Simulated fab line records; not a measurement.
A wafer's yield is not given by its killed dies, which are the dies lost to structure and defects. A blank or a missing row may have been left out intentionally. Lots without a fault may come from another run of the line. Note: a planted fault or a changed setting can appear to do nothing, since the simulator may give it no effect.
fab line records ; flow sky130
record: lots: 13; wafers: 39; last_day: 50
route steps=708 shown VT_ADJUST_LVTN@103 POLY_GATE@236 LI_CONTACT@364 PAD_OPEN@708
lots that met no fault: taken from a fault-free run of the same line
start_h: the number of hours between the record's first day and the start of the first shown wafer of the lot ; wait_h: hours elapsed since this lot's preceding step ; " the same as in the row above ; L1.1+2: a single row standing in for several wafers ; - no value present, or no start provided ; * or withheld: withheld ; < > ~ a bound
route shown NAME@n: a module of which the file shows steps, and the number in the route of the first ; usual: the fault-free wafers' mean and standard deviation ; same: alike in all rows ; chamber/n: place in a boat ; sites: each site's reading ; _std_site: how widely they spread, as a standard deviation ; _edge_site: outer sites' mean less inner sites' ; radius_mm: how far each site lies from the wafer's centre ; mask NAME#n: copy n ; behind: tool/chamber where the wafer was last shaped ; hold: what put the lot on hold/how long, in hours/how the hold closed ; device: which transistor (n, p or np) failed to switch ; end of line: tests run on the same wafers once the route is complete ; a step without rows: its recipe alone ; killed: the dies lost at the first sort to structure and to defects; this is not the yield of the wafer ; map: per-die view of a wafer (x killed, . not killed, _ where there is no die)
set.NAME: the run value of the setting; set.NAME@STEP: its run value at that earlier step ; model.NAME: the simulator's own value behind a step, which no gauge read
one table for each step of the route and one row for each wafer, over a sample of lots
services: when a tool's chamber went out of use (start_h, in hours from the record's first day, below 0 if earlier), for how many hours, and the reason
== steps ==
step: SKY_VT_ADJUST_LVTN_DEVELOP_06
recipe: wall_angle_deg: 90; developer: TMAH; develop_time_s: 60; dev_temp_c: 23
usual: chill_plate_temp_C: 23.00/0.12
lot.wafer;tool;chamber;start_h;wait_h;chill_plate_temp_C
L151.1;litho_track-02;0;157;-;22.96
L151.3;litho_track-02;0;157;-;22.93
L151.5;litho_track-02;0;157;-;22.89
L153.1;litho_track-01;0;177;-;23.13
L153.4;litho_track-01;0;177;-;22.95
L153.6;litho_track-01;0;177;-;23.24
L154.2;litho_track-01;0;178;-;22.89
L154.3;litho_track-01;0;178;-;22.96
L154.4;litho_track-01;0;178;-;23.15
L159.3;litho_track-04;0;200;-;22.99
L159.4;litho_track-04;0;200;-;23.14
L159.6;litho_track-04;0;200;-;23.08
L160.1;litho_track-02;0;209;-;23.05
L160.2;litho_track-02;0;209;-;22.97
L160.5;litho_track-02;0;209;-;23.05
L161.1;litho_track-02;0;218;-;22.86
L161.3;litho_track-02;0;218;-;23.10
L161.6;litho_track-02;0;218;-;23.06
L163.1;litho_track-04;0;224;-;23.18
L163.2;litho_track-04;0;224;-;23.12
L163.4;litho_track-04;0;224;-;23.08
L165.1;litho_track-02;0;241;-;22.77
L165.2;litho_track-02;0;241;-;22.89
L165.4;litho_track-02;0;241;-;22.85
L166.1;litho_track-02;0;249;-;23.16
L166.3;litho_track-02;0;249;-;22.87
L166.6;litho_track-02;0;249;-;23.23
L167.3;litho_track-01;0;251;-;22.81
L167.5;litho_track-01;0;251;-;22.93
L167.6;litho_track-01;0;251;-;23.16
L171.2;litho_track-01;0;290;-;22.98
L171.4;litho_track-01;0;290;-;22.78
L171.5;litho_track-01;0;290;-;22.94
L172.1;litho_track-02;0;292;-;23.00
L172.5;litho_track-02;0;292;-;23.05
L172.6;litho_track-02;0;292;-;22.96
L173.2;litho_track-01;0;294;-;23.12
L173.5;litho_track-01;0;294;-;23.07
L173.6;litho_track-01;0;294;-;23.00
step: SKY_VT_ADJUST_LVTN_OVL_MEAS_07
usual: VT_ADJUST_LVTN_OVL: -0.8/1.4
lot.wafer;tool;chamber;start_h;wait_h;VT_ADJUST_LVTN_OVL[nm]
L151.1;overlay-01;-;157.57;-;0.2
L151.3;overlay-01;-;157.57;-;0.4
L151.5;overlay-01;-;157.57;-;-0.6
L153.1;overlay-02;-;177.28;-;-1.8
L153.4;overlay-02;-;177.28;-;-1.8
L153.6;overlay-02;-;177.28;-;-3.6
L154.2;overlay-01;-;178.44;-;-1.6
L154.3;overlay-01;-;178.44;-;-3.8
L154.4;overlay-01;-;178.44;-;-3.0
L159.3;overlay-01;-;200.53;-;-
L159.4;overlay-01;-;200.53;-;-
L159.6;overlay-01;-;200.53;-;-
L160.1;overlay-02;-;209.22;-;-3.3
L160.2;overlay-02;-;209.22;-;-1.8
L160.5;overlay-02;-;209.22;-;-3.9
L161.1;overlay-01;-;218.17;-;1.8
L161.3;overlay-01;-;218.17;-;1.0
L161.6;overlay-01;-;218.17;-;0.6
L163.1;overlay-02;-;224.62;-;-
L163.2;overlay-02;-;224.62;-;-
L163.4;overlay-02;-;224.62;-;-
L165.1;overlay-02;-;241.27;-;0.1
L165.2;overlay-02;-;241.27;-;-2.2
L165.4;overlay-02;-;241.27;-;-0.9
L166.1;overlay-01;-;249.32;-;-0.3
L166.3;overlay-01;-;249.32;-;-3.1
L166.6;overlay-01;-;249.32;-;-1.5
L167.3;overlay-02;-;251.45;-;0.3
L167.5;overlay-02;-;251.45;-;0.7
L167.6;overlay-02;-;251.45;-;0.4
L171.2;overlay-02;-;290.74;-;-1.5
L171.4;overlay-02;-;290.74;-;-0.6
L171.5;overlay-02;-;290.74;-;-0.2
L172.1;overlay-02;-;293.02;-;-2.5
L172.5;overlay-02;-;293.02;-;-2.2
L172.6;overlay-02;-;293.02;-;-0.6
L173.2;overlay-02;-;294.49;-;2.1
L173.5;overlay-02;-;294.49;-;1.0
L173.6;overlay-02;-;294.49;-;1.6
step: SKY_POLY_GATE_CD_MEAS_22
usual: cd_nm: 150.0/1.5
lot.wafer;tool;chamber;start_h;wait_h;cd_nm
L151.1;cd_sem-02;-;390.81;0.1;148.1
L151.3;cd_sem-02;-;390.81;0.1;148.4
L151.5;cd_sem-02;-;390.81;0.1;150.5
L153.1;cd_sem-02;-;420.21;0.2;152.0
L153.4;cd_sem-02;-;420.21;0.2;150.2
L153.6;cd_sem-02;-;420.21;0.2;150.3
L154.2;cd_sem-02;-;428.97;0.1;151.1
L154.3;cd_sem-02;-;428.97;0.1;150.7
L154.4;cd_sem-02;-;428.97;0.1;154.3
L159.3;cd_sem-02;-;454.02;0.1;150.4
L159.4;cd_sem-02;-;454.02;0.1;150.4
L159.6;cd_sem-02;-;454.02;0.1;148.5
L160.1;cd_sem-02;-;465.43;0.1;150.7
L160.2;cd_sem-02;-;465.43;0.1;149.9
L160.5;cd_sem-02;-;465.43;0.1;151.7
L161.1;cd_sem-01;-;480.22;0.1;148.3
L161.3;cd_sem-01;-;480.22;0.1;148.3
L161.6;cd_sem-01;-;480.22;0.1;147.8
L163.1;cd_sem-01;-;487.83;0.1;150.0
L163.2;cd_sem-01;-;487.83;0.1;150.4
L163.4;cd_sem-01;-;487.83;0.1;147.8
L165.1;cd_sem-02;-;506.58;0.1;150.1
L165.2;cd_sem-02;-;506.58;0.1;150.9
L165.4;cd_sem-02;-;506.58;0.1;151.4
L166.1;cd_sem-01;-;514.97;0.1;150.4
L166.3;cd_sem-01;-;514.97;0.1;150.3
L166.6;cd_sem-01;-;514.97;0.1;150.8
L167.3;cd_sem-01;-;517.93;0.1;150.9
L167.5;cd_sem-01;-;517.93;0.1;151.4
L167.6;cd_sem-01;-;517.93;0.1;148.9
L171.2;cd_sem-01;-;563.59;0.1;149.1
L171.4;cd_sem-01;-;563.59;0.1;148.2
L171.5;cd_sem-01;-;563.59;0.1;151.3
L172.1;cd_sem-02;-;569.07;0.1;147.4
L172.5;cd_sem-02;-;569.07;0.1;149.9
L172.6;cd_sem-02;-;569.07;0.1;148.2
L173.2;cd_sem-02;-;571.61;0.1;148.3
L173.5;cd_sem-02;-;571.61;0.1;146.8
L173.6;cd_sem-02;-;571.61;0.1;148.8
step: SKY_LI_CONTACT_CMP_02
recipe: material: PSG; down_force_psi: 4; platen_rpm: 60; pad_velocity_m_s: 0.94248
usual: motor_current_A: 12.0/0.95; time_to_endpoint_s: 33.2/2.3
lot.wafer;tool;chamber;start_h;wait_h;motor_current_A;time_to_endpoint_s
L151.3;cmp-02;2;666.05;0.1;10.9;30.7
L151.1;cmp-02;0;666.05;0.1;13.2;32.8
L151.5;cmp-02;2;666.05;0.1;10.9;30.7
L153.4;cmp-01;3;691.85;0.0;12.0;35.2
L153.1;cmp-01;2;691.85;0.0;12.0;33.9
L153.6;cmp-01;0;691.85;0.0;10.9;38.4
L154.3;cmp-01;3;699.20;0.0;12.1;32.7
L154.4;cmp-01;0;699.20;0.0;11.3;32.5
L154.2;cmp-01;2;699.20;0.0;12.1;33.6
L159.4;cmp-02;3;720.95;0.1;11.8;35.5
L159.3;cmp-02;0;720.95;0.1;12.7;33.1
L159.6;cmp-02;3;720.95;0.1;11.4;36.5
L160.2;cmp-01;0;732.11;0.1;11.6;34.7
L160.1;cmp-01;2;732.11;0.1;11.1;32.8
L160.5;cmp-01;3;732.11;0.1;12.3;34.8
L161.1;cmp-01;2;747.42;0.1;11.9;31.6
L161.3;cmp-01;3;747.42;0.1;11.7;34.9
L161.6;cmp-01;2;747.42;0.1;11.6;32.6
L163.4;cmp-01;0;751.07;0.0;11.3;31.9
L163.1;cmp-01;2;751.07;0.0;11.5;30.6
L163.2;cmp-01;3;751.07;0.0;12.3;28.9
L165.2;cmp-01;2;792.10;0.0;11.8;27.6
L165.1;cmp-01;3;792.10;0.0;11.9;31.6
L165.4;cmp-01;1;792.10;0.0;14.5;31.7
L167.3;cmp-02;1;792.16;0.1;12.2;36.6
L167.6;cmp-02;0;792.16;0.1;12.1;35.8
L167.5;cmp-02;1;792.16;0.1;12.4;38.0
L166.3;cmp-01;2;792.40;0.0;11.5;31.8
L166.1;cmp-01;0;792.40;0.0;11.2;36.4
L166.6;cmp-01;3;792.40;0.0;11.6;31.4
L171.2;cmp-01;2;818.11;0.0;11.3;31.6
L171.4;cmp-01;3;818.11;0.0;11.5;33.0
L171.5;cmp-01;2;818.11;0.0;11.8;29.4
L172.1;cmp-01;3;823.84;0.1;11.5;29.6
L172.6;cmp-01;3;823.84;0.1;12.2;28.6
L172.5;cmp-01;0;823.84;0.1;10.8;28.8
L173.2;cmp-01;3;826.17;0.1;12.0;29.6
L173.6;cmp-01;2;826.17;0.1;12.0;32.3
L173.5;cmp-01;3;826.17;0.1;12.8;26.8
step: SKY_LI_CONTACT_BOW_MEAS_03
recipe: mode: bow
usual: LI_CONTACT_BOW: 54/6.9
lot.wafer;tool;chamber;start_h;wait_h;LI_CONTACT_BOW[um]
L151.1;film_metro-01;-;666.30;0.1;51
L151.3;film_metro-01;-;666.30;0.1;61
L151.5;film_metro-01;-;666.30;0.1;48
L153.1;film_metro-04;-;692.15;0.1;57
L153.4;film_metro-04;-;692.15;0.1;64
L153.6;film_metro-04;-;692.15;0.1;59
L154.2;film_metro-04;-;699.52;0.1;53
L154.3;film_metro-04;-;699.52;0.1;47
L154.4;film_metro-04;-;699.52;0.1;44
L159.3;film_metro-04;-;721.24;0.2;57
L159.4;film_metro-04;-;721.24;0.2;62
L159.6;film_metro-04;-;721.24;0.2;56
L160.1;film_metro-01;-;732.36;0.1;63
L160.2;film_metro-01;-;732.36;0.1;55
L160.5;film_metro-01;-;732.36;0.1;53
L161.1;film_metro-01;-;747.72;0.2;45
L161.3;film_metro-01;-;747.72;0.2;61
L161.6;film_metro-01;-;747.72;0.2;53
L163.1;film_metro-01;-;751.37;0.1;53
L163.2;film_metro-01;-;751.37;0.1;57
L163.4;film_metro-01;-;751.37;0.1;64
L165.1;film_metro-02;-;792.40;0.2;52
L165.2;film_metro-02;-;792.40;0.2;49
L165.4;film_metro-02;-;792.40;0.2;52
L167.3;film_metro-04;-;792.45;0.2;50
L167.5;film_metro-04;-;792.45;0.2;52
L167.6;film_metro-04;-;792.45;0.2;67
L166.1;film_metro-01;-;792.70;0.1;42
L166.3;film_metro-01;-;792.70;0.1;56
L166.6;film_metro-01;-;792.70;0.1;49
L171.2;film_metro-01;-;818.43;0.3;45
L171.4;film_metro-01;-;818.43;0.3;60
L171.5;film_metro-01;-;818.43;0.3;49
L172.1;film_metro-01;-;824.14;0.2;55
L172.5;film_metro-01;-;824.14;0.2;70
L172.6;film_metro-01;-;824.14;0.2;54
L173.2;film_metro-04;-;826.44;0.2;49
L173.5;film_metro-04;-;826.44;0.2;53
L173.6;film_metro-04;-;826.44;0.2;64
step: SKY_PAD_OPEN_PROBE_99
usual: killed_at_M0_to_M3: 44/7.3; killed_at_M4_up: 3.4/1.7; killed_at_contacts: 24/5.3; killed_at_front_end: 15/4.1; killed_at_other: 0.4/0.68; killed_dies: 87/9.5; killed_on_rim: 17/3.8; killed_open: 48/7.1; killed_short: 39/5.8
same: gross_dies: 492; killed_at_back_side: 0
lot.wafer;tool;chamber;start_h;wait_h;hold;killed_at_M0_to_M3;killed_at_M4_up;killed_at_contacts;killed_at_front_end;killed_at_other;killed_dies;killed_on_rim;killed_open;killed_short
L151.1;prober-01;-;1088.90;0.1;-;45;2;22;20;0;89;13;48;39
L151.3;prober-01;-;1089.00;0.2;-;49;3;25;13;0;90;14;47;42
L151.5;prober-01;-;1089.10;0.2;-;47;2;28;12;0;89;21;55;32
L154.2;prober-02;-;1112.75;0.1;-;46;3;31;17;0;97;28;54;43
L154.3;prober-02;-;1112.80;0.2;-;46;3;19;17;0;85;17;42;42
L154.4;prober-02;-;1112.85;0.2;-;48;7;23;20;1;99;20;51;45
L159.3;prober-01;-;1126.05;0.2;await_dispo/2.8h/scrap;29;4;18;440;1;492;96;38;35
L159.4;prober-01;-;1126.10;0.2;await_dispo/2.8h/scrap;46;4;39;403;0;492;96;55;42
L159.6;prober-01;-;1126.20;0.2;await_dispo/2.8h/scrap;42;3;27;420;0;492;96;38;47
L161.1;prober-02;-;1144.34;0.1;-;37;4;23;13;1;78;16;39;38
L161.3;prober-02;-;1144.44;0.2;-;39;4;14;16;1;74;11;36;38
L161.6;prober-02;-;1144.59;0.2;-;46;4;19;16;0;85;14;45;38
L163.1;prober-01;-;1147.59;0.1;await_dispo/5.0h/scrap;41;2;32;417;0;492;96;48;40
L163.2;prober-01;-;1147.64;0.1;await_dispo/5.0h/scrap;35;6;30;421;0;492;96;37;46
L163.4;prober-01;-;1147.74;0.2;await_dispo/5.0h/scrap;48;3;22;419;0;492;96;44;47
L171.2;prober-01;-;1193.25;0.1;-;55;4;23;11;0;93;14;45;48
L171.4;prober-01;-;1193.35;0.2;-;53;1;20;22;0;96;13;57;39
L171.5;prober-01;-;1193.40;0.2;-;45;2;23;12;1;83;17;43;40
killed by level:class
L151.1 VIA1:geometric_particle:open=12 VIA3:geometric_particle:open=9 CONTACT:geometric_particle:open=8 VIA2:geometric_particle:open=8 FIELD_ISO:geometric_particle:short=7 METAL1:geometric_particle:short=7 POLY_GATE:geometric_particle:short=5 LI_CONTACT:geometric_particle:open=5
L151.3 VIA1:geometric_particle:open=10 VIA3:geometric_particle:open=9 CONTACT:geometric_particle:open=8 VIA2:geometric_particle:open=6 LI_CONTACT:geometric_particle:open=5 LOCAL_INTERCONNECT:geometric_particle:short=5 CONTACT:geometric_particle:short=5 METAL2:geometric_particle:short=5
L151.5 CONTACT:geometric_particle:open=15 VIA2:geometric_particle:open=10 VIA3:geometric_particle:open=9 VIA1:geometric_particle:open=8 LI_CONTACT:geometric_particle:open=5 METAL3:geometric_particle:short=5 CONTACT:geometric_particle:short=4 METAL2:geometric_particle:short=4
L154.2 CONTACT:geometric_particle:open=11 LI_CONTACT:geometric_particle:open=10 VIA2:geometric_particle:open=9 VIA1:geometric_particle:short=8 VIA1:geometric_particle:open=7 METAL2:geometric_particle:short=6 FIELD_ISO:geometric_particle:short=5 POLY_GATE:geometric_particle:open=5
L154.3 CONTACT:geometric_particle:open=11 VIA1:geometric_particle:open=10 VIA1:geometric_particle:short=9 FIELD_ISO:geometric_particle:open=6 METAL1:geometric_particle:short=6 FIELD_ISO:geometric_particle:short=5 METAL2:geometric_particle:short=5 POLY_GATE:geometric_particle:short=3
L154.4 METAL1:geometric_particle:short=9 VIA2:geometric_particle:open=8 VIA1:geometric_particle:open=8 LI_CONTACT:geometric_particle:open=7 CONTACT:geometric_particle:open=7 FIELD_ISO:geometric_particle:open=5 POLY_GATE:geometric_particle:short=5 VIA3:geometric_particle:open=5
L159.3 VT_ADJUST_LVTN:area_develop=419 VIA1:geometric_particle:open=8 POLY_GATE:geometric_particle:open=5 CONTACT:geometric_particle:open=5 FIELD_ISO:geometric_particle:short=4 POLY_GATE:geometric_particle:short=4 POLY_CUT:geometric_particle:short=4 LOCAL_INTERCONNECT:geometric_particle:short=4
L159.4 VT_ADJUST_LVTN:area_develop=395 VIA3:geometric_particle:open=12 CONTACT:geometric_particle:open=12 LI_CONTACT:geometric_particle:open=10 CONTACT:geometric_particle:short=10 VIA1:geometric_particle:open=9 VIA1:geometric_particle:short=6 METAL1:geometric_particle:short=5
L159.6 VT_ADJUST_LVTN:area_develop=406 CONTACT:geometric_particle:open=14 METAL1:geometric_particle:short=9 VIA1:geometric_particle:open=7 CONTACT:geometric_particle:short=6 VIA1:geometric_particle:short=6 VIA2:geometric_particle:open=6 POLY_GATE:geometric_particle:short=5
L161.1 METAL2:geometric_particle:short=10 CONTACT:geometric_particle:open=8 VIA3:geometric_particle:open=8 VIA1:geometric_particle:open=6 LI_CONTACT:geometric_particle:short=5 LI_CONTACT:geometric_particle:open=5 FIELD_ISO:geometric_particle:open=4 METAL1:geometric_particle:short=3
L161.3 VIA1:geometric_particle:open=9 VIA1:geometric_particle:short=6 VIA3:geometric_particle:open=6 FIELD_ISO:geometric_particle:open=5 VIA2:geometric_particle:short=5 POLY_GATE:geometric_particle:short=4 CONTACT:geometric_particle:open=4 METAL4:geometric_particle:short=4
L161.6 VIA1:geometric_particle:open=14 CONTACT:geometric_particle:open=9 METAL1:geometric_particle:short=7 VIA3:geometric_particle:open=6 VIA2:geometric_particle:open=4 METAL3:geometric_particle:short=4 FIELD_ISO:geometric_particle:short=3 POLY_GATE:geometric_particle:short=3
L163.1 VT_ADJUST_LVTN:area_develop=404 LI_CONTACT:geometric_particle:open=11 VIA3:geometric_particle:open=8 LI_CONTACT:geometric_particle:short=7 CONTACT:geometric_particle:open=7 METAL1:geometric_particle:short=7 VIA1:geometric_particle:open=5 VIA3:geometric_particle:short=5
L163.2 VT_ADJUST_LVTN:area_develop=409 LI_CONTACT:geometric_particle:open=9 METAL1:geometric_particle:short=7 LI_CONTACT:geometric_particle:short=6 CONTACT:geometric_particle:open=6 VIA1:geometric_particle:open=6 METAL4:geometric_particle:short=6 VIA1:geometric_particle:short=5
L163.4 VT_ADJUST_LVTN:area_develop=400 VIA2:geometric_particle:open=13 METAL1:geometric_particle:short=9 VIA1:geometric_particle:open=9 FIELD_ISO:geometric_particle:short=7 CONTACT:geometric_particle:short=7 CONTACT:geometric_particle:open=6 LI_CONTACT:geometric_particle:open=5
L171.2 VIA1:geometric_particle:open=12 CONTACT:geometric_particle:open=9 VIA2:geometric_particle:open=7 VIA3:geometric_particle:open=7 FIELD_ISO:geometric_particle:short=6 METAL2:geometric_particle:short=6 VIA3:geometric_particle:short=5 METAL1:geometric_particle:short=5
L171.4 VIA1:geometric_particle:open=11 METAL1:geometric_particle:short=10 CONTACT:geometric_particle:open=9 VIA2:geometric_particle:open=9 VIA3:geometric_particle:open=6 FIELD_ISO:geometric_particle:open=5 LI_CONTACT:geometric_particle:open=5 FIELD_ISO:geometric_particle:short=4
L171.5 CONTACT:geometric_particle:open=12 VIA2:geometric_particle:open=7 VIA2:geometric_particle:short=6 VIA1:geometric_particle:open=6 METAL3:geometric_particle:short=6 VIA3:geometric_particle:open=6 VIA1:geometric_particle:short=4 CONTACT:geometric_particle:short=4
== services ==
tool;chamber;start_h;hours;kind
cmp-01;-;141.86;9.8;pm
cmp-01;-;232.00;4.0;pm
cmp-01;-;236.03;0.2;repair
cmp-01;-;252.48;6.3;pm
cmp-02;-;323.97;0.9;repair
cmp-01;-;341.70;18.9;pm
cmp-02;-;342.84;2.1;repair
cmp-01;-;369.76;1.0;repair
cmp-01;-;374.61;2.5;repair
cmp-02;-;404.17;4.0;pm
cmp-02;-;446.05;6.5;pm
cmp-02;-;452.63;4.3;pm
cmp-02;-;460.51;0.6;repair
cmp-01;-;462.03;13.4;repair
cmp-01;-;539.48;0.7;repair
cmp-02;-;545.62;0.5;repair
cmp-01;-;572.00;4.0;pm
cmp-01;-;593.19;2.2;repair
cmp-02;-;596.38;2.6;repair
cmp-02;-;605.76;0.5;repair
cmp-01;-;618.16;0.8;repair
cmp-01;-;621.36;9.8;pm
cmp-01;-;655.63;4.1;repair
cmp-01;-;797.76;6.6;pm
== key ==
first_sign: step: SKY_VT_ADJUST_LVTN_OVL_MEAS_07; reading: VT_ADJUST_LVTN_OVL; direction: missing
effect: step: SKY_PAD_OPEN_PROBE_99; reading: killed_at_front_end; direction: up; sigmas: 99+; usual: 15; struck: 420
more_kills_born_at: SKY_VT_ADJUST_LVTN_DEVELOP_06@litho_track-04: 2433
met_at SKY_VT_ADJUST_LVTN_DEVELOP_06
struck_lots L159,L163
tester_left_out L159,L163
not_acting_at SKY_POLY_GATE_CD_MEAS_22,SKY_LI_CONTACT_CMP_02,SKY_LI_CONTACT_BOW_MEAS_03
fault: kind: process_parameter_drift; tool: litho_track-04; chamber: -; onset_h: 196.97; steps: SKY_VT_ADJUST_LVTN_DEVELOP_06; channel: develop_time_s; offset: *; shape: step; end_h: 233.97; acts_in: *; stated: *
tester_left_out: of these lots the tester's yield and bins aren't shown, on N5 and GAA mostly nor the transistor test; their killed dies are dies lost to structure and defects alone, not to doping, threshold or leakage, so they don't give the yield
